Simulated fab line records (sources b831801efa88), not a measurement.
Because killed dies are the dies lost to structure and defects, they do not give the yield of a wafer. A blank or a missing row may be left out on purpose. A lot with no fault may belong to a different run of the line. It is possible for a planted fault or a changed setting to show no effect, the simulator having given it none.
Which tool did it? :: flow sky130 :: Sampling: 14 lots, 42 wafers, 4 of 708 route steps

## WHAT THE GAUGES READ, wafer by wafer
SKY_LDD_LDN_OVL_MEAS_07.
lot: L162
measured: day 23 07:46
on: overlay-02
LDD_LDN_OVL (nm): -0.7 -1.0 -0.5

lot: L163
measured: day 23 16:10
on: overlay-01
LDD_LDN_OVL (nm): -0.8 -1.4 -0.3

lot: L164
measured: day 24 06:46
on: overlay-02
LDD_LDN_OVL (nm): 1.9 1.2 0.6

lot: L165
measured: day 24 20:46
on: overlay-01
LDD_LDN_OVL (nm): -1.3 -2.4 -0.2

lot: L167
measured: day 25 02:19
on: overlay-02
LDD_LDN_OVL (nm): -1.2 -2.0 -1.1

lot: L168
measured: day 25 12:04
on: overlay-01
LDD_LDN_OVL (nm): -0.6 -0.6 0.3

lot: L169
measured: day 25 22:59
on: overlay-01
LDD_LDN_OVL (nm): 1.0 -1.8 -0.8

lot: L170
measured: day 26 07:46
on: overlay-01
LDD_LDN_OVL (nm): 1.0 -0.6 0.9

lot: L171
measured: day 26 11:02
on: overlay-02
LDD_LDN_OVL (nm): 1.4 -0.5 -0.9

lot: L177
measured: day 28 19:19
on: overlay-01
LDD_LDN_OVL (nm): 2.1 1.2 -0.2

lot: L178
measured: day 28 20:46
on: overlay-02
LDD_LDN_OVL (nm): 2.7 1.6 1.6

lot: L182
measured: day 30 01:34
on: overlay-02
LDD_LDN_OVL (nm): -1.3 -1.1 -0.9

lot: L183
measured: day 30 12:11
on: overlay-01
LDD_LDN_OVL (nm): -0.4 -0.7 0.9

lot: L184
measured: day 30 23:13
on: overlay-02
LDD_LDN_OVL (nm): -1.0 1.3 -0.9

SKY_RES_XHIGH_TW_MEAS_09.
lot: L162
measured: day 27 05:19
on: film-metro-02
RES_XHIGH_TW: 1639 1629 1630

lot: L163
measured: day 27 12:56
on: film-metro-03
RES_XHIGH_TW: 1636 1642 1637

lot: L164
measured: day 28 02:17
on: film-metro-02
RES_XHIGH_TW: 1619 1619 1613

lot: L165
measured: day 28 13:37
on: film-metro-02
RES_XHIGH_TW: 1608 1623 1621

lot: L167
measured: day 28 18:01
on: film-metro-02
RES_XHIGH_TW: 1617 1622 1622

lot: L168
measured: day 29 03:15
on: film-metro-03
RES_XHIGH_TW: 1643 1654 1639

lot: L169
measured: day 29 14:28
on: film-metro-02
RES_XHIGH_TW: 1634 1626 1630

lot: L170
measured: day 29 22:36
on: film-metro-03
RES_XHIGH_TW: 1637 1647 1638

lot: L171
measured: day 30 00:34
on: film-metro-02
RES_XHIGH_TW: 1635 1635 1625

lot: L182
measured: day 33 16:13
on: film-metro-01
RES_XHIGH_TW: 1618 1625 1629

lot: L183
measured: day 34 01:41
on: film-metro-01
RES_XHIGH_TW: 1627 1619 1621

lot: L184
measured: day 34 11:23
on: film-metro-02
RES_XHIGH_TW: 1627 1626 1626

## WHAT TOOL EACH LOT RAN ON (gives the tool, then ch and the chambers of the sampled wafers, and finally the start)
lot: L162
SKY_LDD_LDN_STRIP_12: plasma-asher-04 ch 0,1, day 23 08:23
SKY_POLY_CUT_EXPOSE_05: krf-scanner-02 ch 0, day 24 01:47

lot: L163
SKY_LDD_LDN_STRIP_12: plasma-asher-04 ch 0,1, day 23 16:48
SKY_POLY_CUT_EXPOSE_05: krf-scanner-01 ch 0, day 24 10:47

lot: L164
SKY_LDD_LDN_STRIP_12: plasma-asher-04 ch 0,1, day 24 07:23
SKY_POLY_CUT_EXPOSE_05: krf-scanner-01 ch 0, day 25 00:55

lot: L165
SKY_LDD_LDN_STRIP_12: plasma-asher-01 ch 0,1, day 24 21:24
SKY_POLY_CUT_EXPOSE_05: krf-scanner-02 ch 0, day 25 14:05

lot: L167
SKY_LDD_LDN_STRIP_12: plasma-asher-01 ch 0,1, day 25 02:56
SKY_POLY_CUT_EXPOSE_05: krf-scanner-01 ch 0, day 25 19:11

lot: L168
SKY_LDD_LDN_STRIP_12: plasma-asher-04 ch 0,1, day 25 12:42
SKY_POLY_CUT_EXPOSE_05: krf-scanner-02 ch 0, day 26 05:11

lot: L169
SKY_LDD_LDN_STRIP_12: plasma-asher-01 ch 0,1, day 25 23:38
SKY_POLY_CUT_EXPOSE_05: krf-scanner-02 ch 0, day 26 16:03

lot: L170
SKY_LDD_LDN_STRIP_12: plasma-asher-04 ch 0,1, day 26 08:24
SKY_POLY_CUT_EXPOSE_05: krf-scanner-02 ch 0, day 27 00:41

lot: L171
SKY_LDD_LDN_STRIP_12: plasma-asher-04 ch 0,1, day 26 11:41
SKY_POLY_CUT_EXPOSE_05: krf-scanner-01 ch 0, day 27 03:29

lot: L177
SKY_LDD_LDN_STRIP_12: plasma-asher-04 ch 0,1, day 28 19:56
SKY_POLY_CUT_EXPOSE_05: krf-scanner-02, day 29 15:56

lot: L178
SKY_LDD_LDN_STRIP_12: plasma-asher-04 ch 0,1, day 28 21:23
SKY_POLY_CUT_EXPOSE_05: krf-scanner-01, day 29 16:13

lot: L182
SKY_LDD_LDN_STRIP_12: plasma-asher-02 ch 0,1, day 30 02:12
SKY_POLY_CUT_EXPOSE_05: krf-scanner-02 ch 0, day 30 16:56

lot: L183
SKY_LDD_LDN_STRIP_12: plasma-asher-04 ch 0,1, day 30 12:50
SKY_POLY_CUT_EXPOSE_05: krf-scanner-02 ch 0, day 31 05:40

lot: L184
SKY_LDD_LDN_STRIP_12: plasma-asher-02 ch 0,1, day 30 23:50
SKY_POLY_CUT_EXPOSE_05: krf-scanner-01 ch 0, day 31 15:38
- SKY_LDD_LDN_STRIP_12: strips in O2/N2.
- SKY_POLY_CUT_EXPOSE_05: exposes mask NPCM, target cd 270 nm.

## WHAT THE TOOLS THEMSELVES READ (means of the sampled wafers that have a number; where no wafer has one, the mark that the record gives instead)
SKY_LDD_LDN_STRIP_12.
lot: L162
tool: plasma-asher-04
drypump-motor-current-A (A): 5.8
oes-product-au (a.u.): 0.716
strip-time-to-endpoint-s (s): 14.22

lot: L163
tool: plasma-asher-04
drypump-motor-current-A (A): 5.8
oes-product-au (a.u.): 0.714
strip-time-to-endpoint-s (s): 14.19

lot: L164
tool: plasma-asher-04
drypump-motor-current-A (A): 5.9
oes-product-au (a.u.): 0.713
strip-time-to-endpoint-s (s): 14.17

lot: L165
tool: plasma-asher-01
drypump-motor-current-A (A): 5.7
oes-product-au (a.u.): 0.715
strip-time-to-endpoint-s (s): 14.23

lot: L167
tool: plasma-asher-01
drypump-motor-current-A (A): 5.6
oes-product-au (a.u.): 0.714
strip-time-to-endpoint-s (s): 14.22

lot: L168
tool: plasma-asher-04
drypump-motor-current-A (A): 5.8
oes-product-au (a.u.): 0.711
strip-time-to-endpoint-s (s): 14.23

lot: L169
tool: plasma-asher-01
drypump-motor-current-A (A): 5.4
oes-product-au (a.u.): 0.717
strip-time-to-endpoint-s (s): 14.16

lot: L170
tool: plasma-asher-04
drypump-motor-current-A (A): 5.6
oes-product-au (a.u.): 0.715
strip-time-to-endpoint-s (s): 14.18

lot: L171
tool: plasma-asher-04
drypump-motor-current-A (A): 5.6
oes-product-au (a.u.): 0.711
strip-time-to-endpoint-s (s): 14.15

lot: L177
tool: plasma-asher-04
drypump-motor-current-A (A): 5.9
oes-product-au (a.u.): 0.713
strip-time-to-endpoint-s (s): 14.20

lot: L178
tool: plasma-asher-04
drypump-motor-current-A (A): 5.7
oes-product-au (a.u.): 0.710
strip-time-to-endpoint-s (s): 14.24

lot: L182
tool: plasma-asher-02
drypump-motor-current-A (A): 6.1
oes-product-au (a.u.): 0.714
strip-time-to-endpoint-s (s): 14.15

lot: L183
tool: plasma-asher-04
drypump-motor-current-A (A): 5.9
oes-product-au (a.u.): 0.718
strip-time-to-endpoint-s (s): 14.28

lot: L184
tool: plasma-asher-02
drypump-motor-current-A (A): 6.4
oes-product-au (a.u.): 0.713
strip-time-to-endpoint-s (s): 14.16

SKY_POLY_CUT_EXPOSE_05.
lot: L162
tool: krf-scanner-02
exposure-dose-mJ-cm2: 31.99
focus-offset-nm (nm): -0.1

lot: L163
tool: krf-scanner-01
exposure-dose-mJ-cm2: 31.96
focus-offset-nm (nm): 0.2

lot: L164
tool: krf-scanner-01
exposure-dose-mJ-cm2: 32.02
focus-offset-nm (nm): -0.4

lot: L165
tool: krf-scanner-02
exposure-dose-mJ-cm2: 32.02
focus-offset-nm (nm): -0.4

lot: L167
tool: krf-scanner-01
exposure-dose-mJ-cm2: 31.97
focus-offset-nm (nm): -0.4

lot: L168
tool: krf-scanner-02
exposure-dose-mJ-cm2: 31.97
focus-offset-nm (nm): -0.0

lot: L169
tool: krf-scanner-02
exposure-dose-mJ-cm2: 32.01
focus-offset-nm (nm): 0.2

lot: L170
tool: krf-scanner-02
exposure-dose-mJ-cm2: 31.99
focus-offset-nm (nm): -0.2

lot: L171
tool: krf-scanner-01
exposure-dose-mJ-cm2: 31.94
focus-offset-nm (nm): 0.7

lot: L177
tool: krf-scanner-02
exposure-dose-mJ-cm2: -
focus-offset-nm (nm): -

lot: L178
tool: krf-scanner-01
exposure-dose-mJ-cm2: -
focus-offset-nm (nm): -

lot: L182
tool: krf-scanner-02
exposure-dose-mJ-cm2: 31.98
focus-offset-nm (nm): -0.1

lot: L183
tool: krf-scanner-02
exposure-dose-mJ-cm2: 31.95
focus-offset-nm (nm): -1.1

lot: L184
tool: krf-scanner-01
exposure-dose-mJ-cm2: 31.96
focus-offset-nm (nm): -0.2

## THE ANSWER, worked out from the rows above alone
Rule: the usual values come from the lots themselves. The widest of any qualifying gaps counts: lots, ordered by their means at a reading, are off when they make up no more than a third of the lots, leave a main group of 4 or more, and stand apart from it by 3 or more times the standard deviation of that group's means. If all means in a main group match to the digits the tables above print for the reading, that group is not used. Also off: a lot with no number at a reading for which 4 or more lots have one. Any other lot the step has rows for is counted as sound. Order of review: gauges by route order, followed by the tools' own readings, for which a lot's mean as printed above is used. At the first step where some lot is off, the reading lying furthest off is the one used; lots without a number count as furthest.
Off: L177, L178, at SKY_POLY_CUT_EXPOSE_05 (exposure-dose-mJ-cm2). Without a number there: L177, L178. The main group: mean 31.98, standard deviation 0.025.
If a tool, at that step or one of the process steps before it, ran each lot that is off and ran no sound lot following the first of them, it fits. Of those tried, none fits.

## WHAT WAS PUT IN BY THE SIMULATOR
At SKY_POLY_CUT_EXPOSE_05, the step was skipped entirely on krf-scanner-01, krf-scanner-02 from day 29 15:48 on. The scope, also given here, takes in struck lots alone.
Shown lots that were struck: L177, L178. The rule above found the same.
